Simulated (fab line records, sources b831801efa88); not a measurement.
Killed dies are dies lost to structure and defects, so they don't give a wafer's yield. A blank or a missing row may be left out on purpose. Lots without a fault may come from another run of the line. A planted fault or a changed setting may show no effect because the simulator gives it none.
fab line records | flow gf180mcu | part 1 of 2: steps 1 to 23 of 32
record lots=5 wafers=15 last_day=34
route steps=602 shown V4@486 MIM@503
lots that met no fault: from a run of the same line without faults
start_h: hours from the record's first day to the start of the lot's first wafer shown | wait_h: hours since the lot's step before | " the same as in the row above | L1.1+2: a row that stands for several wafers | - no value, or no start given | * or withheld: withheld | < > ~ a bound
route shown NAME@n: a module of which the file shows steps, and the number in the route of the first | usual: mean/standard deviation of fault-free wafers | same: alike in all rows | chamber/n: place in a boat | sites: the reading at each site | _std_site: their standard deviation | _edge_site: outer sites' mean less inner sites' | radius_mm: how far each site lies from the wafer's centre | mask NAME#n: copy n | behind: the tool/chamber that last shaped the wafer | hold: why the lot was held/for how many hours/how that ended | device: the transistor (n, p or np) that didn't switch | end of line: the same wafers' tests at the end of the route | a step without rows: its recipe alone | killed: dies lost to structure and defects at the first sort, not the wafer's yield | map: a wafer's dies, x killed, . not, _ none there
set.NAME: the setting as run; set.NAME@STEP: as run at that earlier step | model.NAME: the simulator's own value behind a step, which no gauge read
lots at some steps of the route; a table a step, a row a wafer
services: from which hour (start_h, from the record's first day; less than 0 if before it) a tool's chamber was out of use, for how many hours, and why
## steps
# step GF_V4_SOFTBAKE_10
# recipe temp_c=130 time_s=60 resist=KrF
# usual exhaust_pa=44.9/0.88
# columns lot.wafer tool chamber start_h wait_h exhaust_pa
L082.1 litho_track-02 0 - - 42.9
L082.2 " 0 " " 43.6
L082.6 " 0 " " 43.7
L085.1 litho_track-04 0 - - 45.0
L085.3 " 0 " " 45.4
L085.4 " 0 " " 45.6
L086.2 litho_track-04 0 - - 44.6
L086.4 " 0 " " 44.1
L086.5 " 0 " " 43.1
L087.2 litho_track-04 0 - - 44.0
L087.3 " 0 " " 44.1
L087.4 " 0 " " 44.2
L095.2 litho_track-04 0 - - 45.2
L095.3 " 0 " " 45.1
L095.4 " 0 " " 45.7
# step GF_V4_EXPOSE_11
# recipe mask_id=Via4 target_cd_nm=260 na=0.68 source_shape=conventional sigma_outer=0.6 dose_mj=38
# columns lot.wafer tool chamber start_h wait_h mask
L082.1+2+6 krf_scanner-01 0 - - Via4#0
L085.1+3+4 krf_scanner-01 0 - - Via4#0
L086.2+4+5 krf_scanner-01 0 - - Via4#0
L087.2+3+4 krf_scanner-02 0 - - Via4#0
L095.2+3+4 krf_scanner-01 0 - - Via4#0
# step GF_V4_PEB_12
# recipe peb_temp_c=135 peb_time_s=90 resist=KrF
# usual exhaust_pa=45.1/0.92
# columns lot.wafer tool chamber start_h wait_h exhaust_pa
L082.1 litho_track-03 0 - - 45.8
L082.2 " 0 " " 47.4
L082.6 " 0 " " 45.7
L085.1 litho_track-02 0 - - 44.1
L085.3 " 0 " " 44.5
L085.4 " 0 " " 45.1
L086.2 litho_track-03 0 - - 45.4
L086.4 " 0 " " 44.6
L086.5 " 0 " " 44.4
L087.2 litho_track-02 0 - - 44.9
L087.3 " 0 " " 45.6
L087.4 " 0 " " 44.9
L095.2 litho_track-02 0 - - 46.7
L095.3 " 0 " " 46.3
L095.4 " 0 " " 45.8
# step GF_V4_DEVELOP_13
# recipe develop_time_s=60 resist=KrF dev_temp_c=21
# usual exhaust_pa=45.0/0.92
# columns lot.wafer tool chamber start_h wait_h exhaust_pa
L082.1 litho_track-03 0 635.30 0.2 44.7
L082.2 " 0 " " 45.9
L082.6 " 0 " " 45.1
L085.1 litho_track-02 0 656.44 0.2 45.8
L085.3 " 0 " " 45.9
L085.4 " 0 " " 45.0
L086.2 litho_track-03 0 662.77 0.2 44.3
L086.4 " 0 " " 44.2
L086.5 " 0 " " 43.6
L087.2 litho_track-02 0 668.81 0.2 45.2
L087.3 " 0 " " 43.6
L087.4 " 0 " " 43.0
L095.2 litho_track-02 0 724.26 0.2 46.4
L095.3 " 0 " " 46.1
L095.4 " 0 " " 46.6
# step GF_V4_CD_MEAS_14
# recipe target_cd_nm=260
# usual cd_nm=260.0/1.3
# columns lot.wafer tool chamber start_h wait_h cd_nm
L082.1 cd_sem-02 - 635.45 0.1 260.5
L082.2 " - " " 260.7
L082.6 " - " " 260.1
L085.1 cd_sem-02 - 656.59 0.1 257.9
L085.3 " - " " 257.9
L085.4 " - " " 258.5
L086.2 cd_sem-02 - 662.92 0.1 258.9
L086.4 " - " " 257.9
L086.5 " - " " 257.8
L087.2 cd_sem-02 - 668.96 0.1 259.5
L087.3 " - " " 258.4
L087.4 " - " " 258.9
L095.2 cd_sem-01 - 724.40 0.1 260.5
L095.3 " - " " 260.4
L095.4 " - " " 260.2
# step GF_V4_OVL_MEAS_15
# usual V4_OVL=-1/6.3
# columns lot.wafer tool chamber start_h wait_h V4_OVL[nm]
L082.1 overlay-02 - 635.57 0.1 -2
L082.2 " - " " 2
L082.6 " - " " 0
L085.1 overlay-01 - 656.71 0.1 -8
L085.3 " - " " -6
L085.4 " - " " -3
L086.2 overlay-01 - 663.02 0.1 0
L086.4 " - " " 1
L086.5 " - " " -1
L087.2 overlay-01 - 669.06 0.1 -6
L087.3 " - " " -12
L087.4 " - " " -4
L095.2 overlay-01 - 724.51 0.1 5
L095.3 " - " " 9
L095.4 " - " " 9
# step GF_V4_ETCH_16
# recipe chemistry=N2/H2 target_depth_a=withheld overetch_a=withheld time_s=withheld target=BARC ion_energy_ev=200 source_w=500 bias_w=100 pressure_mtorr=30 n2_flow_sccm=100 h2_flow_sccm=200
# usual drypump_motor_current_A=5.6/0.51 h2_flow_sccm=200.1/0.61 oes_product_au=0.854/0.0048 throttle_valve_pct=13.226/0.0087
# columns lot.wafer tool chamber start_h wait_h drypump_motor_current_A h2_flow_sccm oes_product_au throttle_valve_pct
L082.1 rie_diel-04 1 635.60 0.0 6.5 199.8 0.851 13.209
L082.2 " 2 " " 4.8 200.7 0.864 13.227
L082.6 " 0 " " 6.1 200.2 0.850 13.243
L085.1 rie_diel-04 0 656.74 0.0 6.1 200.3 0.853 13.230
L085.3 " 3 " " 4.8 200.1 0.853 13.230
L085.4 " 2 " " 4.8 200.3 0.863 13.222
L086.2 rie_diel-01 1 663.05 0.0 5.3 200.5 0.852 13.226
L086.4 " 3 " " 6.2 200.4 0.848 13.216
L086.5 " 1 " " 5.3 200.8 0.847 13.227
L087.2 rie_diel-04 3 669.09 0.0 4.8 199.6 0.851 13.215
L087.3 " 0 " " 6.1 200.3 0.859 13.238
L087.4 " 1 " " 6.5 200.6 0.856 13.224
L095.2 rie_diel-04 1 724.54 0.0 6.5 200.4 0.859 13.231
L095.3 " 2 " " 4.8 200.0 0.857 13.236
L095.4 " 0 " " 6.1 199.9 0.845 13.216
# step GF_V4_ETCH_17
# recipe chemistry=C4F8/O2/Ar mask_material=KrF target=SiO2 stop_on=TiN source_w=1541 bias_w=1200 pressure_mtorr=40 c4f8_flow_sccm=withheld O2_flow_sccm=6 Ar_flow_sccm=300 time_s=withheld target_depth_a=6300
# usual oes_product_au=0.856/0.0048
# columns lot.wafer tool chamber start_h wait_h oes_product_au
L082.1 rie_diel-04 1 - - 0.858
L082.2 " 2 " " 0.860
L082.6 " 0 " " 0.860
L085.1 rie_diel-04 0 - - 0.846
L085.3 " 3 " " 0.859
L085.4 " 2 " " 0.861
L086.2 rie_diel-01 1 - - 0.859
L086.4 " 3 " " 0.853
L086.5 " 1 " " 0.850
L087.2 rie_diel-04 3 - - 0.865
L087.3 " 0 " " 0.860
L087.4 " 1 " " 0.851
L095.2 rie_diel-04 1 - - 0.858
L095.3 " 2 " " 0.860
L095.4 " 0 " " 0.861
# step GF_V4_STRIP_18
# recipe chemistry=O2/N2 power_w=1400 pressure_mtorr=1500 platen_temp_c=250 o2_flow_sccm=3000 n2_flow_sccm=300 overash_fraction=0.5
# usual drypump_motor_current_A=5.8/0.41 heater_power_w=346/31 oes_product_au=0.592/0.0047 platen_temp_c=249.99/0.17
# columns lot.wafer tool chamber start_h wait_h drypump_motor_current_A heater_power_w oes_product_au platen_temp_c rf_hours_counter_h
L082.1 plasma_asher-03 1 635.73 - 5.5 343 0.588 249.94 102
L082.2 " 0 " " 6.1 378 0.585 250.05 102
L082.6 " 1 " " 5.5 334 0.594 249.65 -
L085.1 plasma_asher-03 0 656.87 - 6.1 360 0.590 250.09 105
L085.3 " 0 " " 6.1 366 0.596 250.26 -
L085.4 " 1 " " 5.5 340 0.599 250.03 -
L086.2 plasma_asher-03 1 663.25 - 5.5 335 0.595 250.11 106
L086.4 " 0 " " 6.1 371 0.589 249.99 -
L086.5 " 1 " " 5.5 348 0.595 250.01 -
L087.2 plasma_asher-04 1 669.22 - 6.6 293 0.593 250.46 87
L087.3 " 1 " " 6.6 292 0.583 250.17 -
L087.4 " 0 " " 5.9 321 0.590 250.13 -
L095.2 plasma_asher-04 1 724.67 - 6.6 292 0.587 249.93 93
L095.3 " 1 " " 6.6 296 0.595 249.93 -
L095.4 " 0 " " 5.9 324 0.592 249.83 -
# step GF_V4_STRIP_19
# recipe chemistry=post_etch_residue_remover time_s=1200 temp_c=72.5
# usual bath_guard_temp_C=72.5/0.54
# columns lot.wafer tool chamber start_h wait_h bath_guard_temp_C
L082.1 wet_bench-01 3 635.83 0.1 73.2
L082.2 " 3 " " 72.8
L082.6 " 3 " " 73.2
L085.1 wet_bench-03 3 656.97 0.1 72.9
L085.3 " 3 " " 72.7
L085.4 " 3 " " 72.9
L086.2 wet_bench-02 3 663.35 0.1 71.4
L086.4 " 3 " " 71.2
L086.5 " 3 " " 71.5
L087.2 wet_bench-02 1 669.32 0.1 72.5
L087.3 " 1 " " 73.1
L087.4 " 1 " " 72.5
L095.2 wet_bench-03 0 724.77 0.1 73.3
L095.3 " 0 " " 73.1
L095.4 " 0 " " 73.0
# step GF_V4_CLEAN_20
# recipe chemistry=DIW dry=n2_spin
# columns lot.wafer tool chamber start_h wait_h
L082.1+2+6 wet_bench-02 0 636.18 0.0
L085.1+3+4 wet_bench-01 0 657.31 0.0
L086.2+4+5 wet_bench-01 0 663.69 0.0
L087.2+3+4 wet_bench-01 3 670.00 0.0
L095.2+3+4 wet_bench-01 0 725.11 0.0
# step GF_V4_SPUTTER_21
# recipe material=Ti target_thk_nm=15 chamber_pressure_pa=5 power_w=2500 substrate_temp_c=200 time_s=80.02
# usual cathode_dc_power_W=2500.0/0.44 throttle_valve_pct=29.9/1.5
# columns lot.wafer tool chamber start_h wait_h cathode_dc_power_W throttle_valve_pct
L082.1 pvd_sputter-03 - 636.28 0.0 2500.7 30.7
L082.2 " - " " 2501.0 28.5
L082.6 " - " " 2500.4 30.8
L085.1 pvd_sputter-04 - 657.40 0.0 2499.8 30.9
L085.3 " - " " 2499.9 29.8
L085.4 " - " " 2499.7 30.7
L086.2 pvd_sputter-01 - 663.78 0.0 2500.2 30.7
L086.4 " - " " 2500.4 28.8
L086.5 " - " " 2499.7 27.8
L087.2 pvd_sputter-03 - 670.10 0.0 2499.7 31.8
L087.3 " - " " 2500.7 28.5
L087.4 " - " " 2499.9 30.8
L095.2 pvd_sputter-01 - 725.20 0.0 2500.0 27.9
L095.3 " - " " 2499.5 26.7
L095.4 " - " " 2499.5 27.7
# step GF_V4_SPUTTER_22
# recipe material=TiN target_thk_nm=10 chamber_pressure_pa=5 power_w=4000 time_s=40
# usual cathode_dc_power_W=3999.9/0.67 throttle_valve_pct=29.9/1.5
# columns lot.wafer tool chamber start_h wait_h cathode_dc_power_W throttle_valve_pct
L082.1 pvd_sputter-03 - 636.34 0.0 4000.2 30.8
L082.2 " - " " 4000.2 28.6
L082.6 " - " " 3998.9 30.5
L085.1 pvd_sputter-04 - 657.46 0.0 3999.6 31.2
L085.3 " - " " 3998.8 29.9
L085.4 " - " " 3999.3 30.9
L086.2 pvd_sputter-01 - 663.84 0.0 3998.9 31.1
L086.4 " - " " 4000.2 29.2
L086.5 " - " " 3998.7 27.8
L087.2 pvd_sputter-03 - 670.16 0.0 4000.6 31.9
L087.3 " - " " 4000.7 28.4
L087.4 " - " " 4000.0 30.7
L095.2 pvd_sputter-01 - 725.26 0.0 3998.8 27.6
L095.3 " - " " 4000.1 26.6
L095.4 " - " " 4000.7 27.6
# step GF_V4_CVD_23
# recipe material=W target_thk_nm=350 time_s=104.9 temp_c=400 pressure_torr=40
# usual heater_power_w=896/86
# columns lot.wafer tool chamber start_h wait_h heater_power_w
L082.1 cvd_w-02 0 636.38 0.0 972
L082.2 " 1 " " 790
L082.6 " 0 " " 999
L085.1 cvd_w-01 0 657.50 0.0 891
L085.3 " 1 " " 898
L085.4 " 0 " " 867
L086.2 cvd_w-02 1 663.88 0.0 781
L086.4 " 0 " " 1007
L086.5 " 0 " " 1002
L087.2 cvd_w-01 1 670.20 0.0 902
L087.3 " 0 " " 853
L087.4 " 1 " " 915
L095.2 cvd_w-02 1 725.30 0.0 765
L095.3 " 1 " " 782
L095.4 " 0 " " 1003
# step GF_V4_RS_MEAS_24
# recipe thk_meas_gauge=four-point-probe reads=W_of_V4_CVD_23+TiN_of_V4_SPUTTER_22+Ti_of_V4_SPUTTER_21
# usual V4_W_RS=0.325/0.0037
# columns lot.wafer tool chamber start_h wait_h V4_W_RS[ohm/sq]
L082.1 film_metro-04 - 636.49 0.1 0.320
L082.2 " - " " 0.326
L082.6 " - " " 0.325
L085.1 film_metro-02 - 657.62 0.1 0.324
L085.3 " - " " 0.323
L085.4 " - " " 0.325
L086.2 film_metro-04 - 664.01 0.1 0.325
L086.4 " - " " 0.322
L086.5 " - " " 0.328
L087.2 film_metro-04 - 670.33 0.1 0.320
L087.3 " - " " 0.324
L087.4 " - " " 0.322
L095.2 film_metro-02 - 725.44 0.1 0.326
L095.3 " - " " 0.324
L095.4 " - " " 0.324
# step GF_V4_THK_MEAS_25
# recipe thk_meas_gauge=xrf reads=W_of_V4_CVD_23
# usual V4_W_THK=336/5.5
# columns lot.wafer tool chamber start_h wait_h V4_W_THK[nm]
L082.1 film_metro-04 - 636.61 0.1 343
L082.2 " - " " 337
L082.6 " - " " 341
L085.1 film_metro-02 - 657.74 0.1 339
L085.3 " - " " 341
L085.4 " - " " 338
L086.2 film_metro-04 - 664.12 0.1 341
L086.4 " - " " 342
L086.5 " - " " 334
L087.2 film_metro-04 - 670.44 0.1 344
L087.3 " - " " 338
L087.4 " - " " 339
L095.2 film_metro-02 - 725.55 0.1 342
L095.3 " - " " 345
L095.4 " - " " 345
# step GF_V4_CMP_26
# recipe stop_on=SiO2 down_force_psi=3.5 platen_rpm=60 t_overpolish_s=15 target_thk_nm=0 pad_velocity_m_s=0.94248
# usual motor_current_A=11.0/1.1 overpolish_run_s=14.999/0.0096 slurry_filter_dp_kPa=13.52/0.15 time_to_endpoint_s=85/3.5
# columns lot.wafer tool chamber start_h wait_h motor_current_A overpolish_run_s slurry_filter_dp_kPa time_to_endpoint_s
L082.1 cmp-02 0 636.72 0.1 10.3 14.986 13.78 89
L082.2 " 2 " " 10.9 14.984 13.61 88
L082.6 " 3 " " 9.4 14.972 13.43 85
L085.3 cmp-01 1 657.80 0.0 9.9 14.987 13.42 88
L085.4 " 3 " " 12.6 15.012 13.35 84
L085.1 " 0 " " 11.9 15.006 13.49 84
L086.2 cmp-02 0 664.22 0.1 10.6 15.003 13.41 90
L086.4 " 1 " " 12.5 15.013 13.74 91
L086.5 " 0 " " 10.6 15.009 13.32 88
L087.4 cmp-01 1 670.49 0.0 9.7 15.017 13.53 86
L087.3 " 2 " " 11.3 15.015 13.33 86
L087.2 " 0 " " 11.9 14.979 13.49 82
L095.3 cmp-01 1 725.60 0.0 9.3 14.996 13.75 81
L095.4 " 2 " " 10.7 15.004 13.50 82
L095.2 " 3 " " 12.7 14.996 13.30 84
# step GF_MIM_SPUTTER_00
# recipe material=Ti target_thk_nm=37.5 arriving_ion_energy_ev=80 substrate_temp_c=200 chamber_pressure_pa=2 power_w=4000 time_s=150
# usual cathode_dc_power_W=4000.1/0.81 throttle_valve_pct=29.9/1.5
# columns lot.wafer tool chamber start_h wait_h cathode_dc_power_W throttle_valve_pct
L082.1 pvd_sputter-01 - 636.97 0.2 4000.8 26.7
L082.2 " - " " 3999.6 30.9
L082.6 " - " " 4000.4 30.8
L085.1 pvd_sputter-03 - 658.10 0.1 4001.3 30.6
L085.3 " - " " 4000.5 31.9
L085.4 " - " " 3999.5 28.5
L086.2 pvd_sputter-01 - 664.47 0.2 4002.1 30.7
L086.4 " - " " 4000.0 28.7
L086.5 " - " " 4001.0 26.5
L087.2 pvd_sputter-01 - 670.79 0.1 4002.3 26.5
L087.3 " - " " 3999.4 30.8
L087.4 " - " " 3999.4 29.2
L095.2 pvd_sputter-01 - 725.90 0.1 4000.4 27.9
L095.3 " - " " 4000.1 30.8
L095.4 " - " " 4000.9 26.9
# step GF_MIM_SPUTTER_01
# recipe material=TiN target_thk_nm=30 power_w=6500 time_s=25 chamber_pressure_pa=0.4
# usual cathode_dc_power_W=6500.1/1.3 throttle_valve_pct=29.9/1.5
# columns lot.wafer tool chamber start_h wait_h cathode_dc_power_W throttle_valve_pct
L082.1 pvd_sputter-01 - 637.07 0.1 6501.2 26.5
L082.2 " - " " 6498.0 30.7
L082.6 " - " " 6499.1 30.6
L085.1 pvd_sputter-03 - 658.20 0.1 6501.7 30.9
L085.3 " - " " 6499.8 32.1
L085.4 " - " " 6498.9 28.4
L086.2 pvd_sputter-01 - 664.57 0.1 6500.4 31.1
L086.4 " - " " 6497.4 29.0
L086.5 " - " " 6501.8 26.6
L087.2 pvd_sputter-01 - 670.89 0.1 6498.4 26.3
L087.3 " - " " 6500.7 30.9
L087.4 " - " " 6500.9 29.0
L095.2 pvd_sputter-01 - 726.00 0.1 6500.8 28.2
L095.3 " - " " 6500.9 30.8
L095.4 " - " " 6500.6 26.5
# step GF_MIM_SPUTTER_02
# recipe material=AlCu target_thk_nm=450 power_w=10600 time_s=23.9 chamber_pressure_pa=0.4
# usual cathode_dc_power_W=10600/1.8 throttle_valve_pct=29.9/1.5
# columns lot.wafer tool chamber start_h wait_h cathode_dc_power_W throttle_valve_pct
L082.1 pvd_sputter-01 - 637.10 0.0 10600 26.7
L082.2 " - " " 10598 30.8
L082.6 " - " " 10596 30.9
L085.1 pvd_sputter-03 - 658.23 0.0 10597 30.5
L085.3 " - " " 10605 31.8
L085.4 " - " " 10597 28.8
L086.2 pvd_sputter-01 - 664.60 0.0 10600 30.6
L086.4 " - " " 10600 29.0
L086.5 " - " " 10600 26.6
L087.2 pvd_sputter-01 - 670.92 0.0 10599 26.6
L087.3 " - " " 10599 30.7
L087.4 " - " " 10598 29.0
L095.2 pvd_sputter-01 - 726.03 0.0 10601 28.1
L095.3 " - " " 10601 30.8
L095.4 " - " " 10599 26.5
# step GF_MIM_SPUTTER_03
# recipe material=Ti target_thk_nm=10 substrate_temp_c=300 chamber_pressure_pa=0.3 power_w=3000 time_s=6.7
# usual cathode_dc_power_W=3000.0/0.48 throttle_valve_pct=29.9/1.5
# columns lot.wafer tool chamber start_h wait_h cathode_dc_power_W throttle_valve_pct
L082.1 pvd_sputter-01 - 637.13 0.0 2999.1 26.7
L082.2 " - " " 3000.1 30.7
L082.6 " - " " 3000.0 30.8
L085.1 pvd_sputter-03 - 658.26 0.0 2999.9 30.6
L085.3 " - " " 2999.7 31.8
L085.4 " - " " 3000.5 28.4
L086.2 pvd_sputter-01 - 664.63 0.0 3000.5 30.8
L086.4 " - " " 3000.3 29.0
L086.5 " - " " 2999.8 26.6
L087.2 pvd_sputter-01 - 670.95 0.0 3000.0 26.5
L087.3 " - " " 2999.2 30.7
L087.4 " - " " 3000.2 28.9
L095.2 pvd_sputter-01 - 726.06 0.0 3000.1 27.8
L095.3 " - " " 3000.1 30.6
L095.4 " - " " 2999.1 26.8
# step GF_MIM_SPUTTER_04
# recipe material=TiN target_thk_nm=50 power_w=6500 time_s=41.7 chamber_pressure_pa=0.4
# usual cathode_dc_power_W=6500.1/1.1 throttle_valve_pct=29.9/1.6
# columns lot.wafer tool chamber start_h wait_h cathode_dc_power_W throttle_valve_pct
L082.1 pvd_sputter-01 - 637.15 0.0 6499.5 26.5
L082.2 " - " " 6497.9 30.8
L082.6 " - " " 6499.5 30.6
L085.1 pvd_sputter-03 - 658.28 0.0 6498.7 30.9
L085.3 " - " " 6499.0 31.9
L085.4 " - " " 6501.3 28.6
L086.2 pvd_sputter-01 - 664.65 0.0 6499.9 30.7
L086.4 " - " " 6500.0 28.9
L086.5 " - " " 6498.4 26.5
L087.2 pvd_sputter-01 - 670.97 0.0 6499.9 26.7
L087.3 " - " " 6498.8 30.7
L087.4 " - " " 6500.5 28.8
L095.2 pvd_sputter-01 - 726.08 0.0 6500.3 28.0
L095.3 " - " " 6499.9 30.6
L095.4 " - " " 6500.0 26.7
# step GF_MIM_CVD_05
# recipe material=Si3N4 target_thk_nm=42 temp_max_c=400 temp_c=385 time_s=29.086 rf_w=450
# usual heater_power_w=625/60
# columns lot.wafer tool chamber start_h wait_h heater_power_w
L082.1 pecvd-04 1 637.19 0.0 650
L082.2 " 0 " " 605
L082.6 " 2 " " 683
L085.1 pecvd-02 2 658.32 0.0 560
L085.3 " 1 " " 659
L085.4 " 0 " " 601
L086.2 pecvd-04 1 664.69 0.0 562
L086.4 " 1 " " 556
L086.5 " 0 " " 494
L087.2 pecvd-03 1 671.01 0.0 635
L087.3 " 2 " " 554
L087.4 " 1 " " 664
L095.2 pecvd-02 2 726.12 0.0 686
L095.3 " 0 " " 518
L095.4 " 1 " " 622
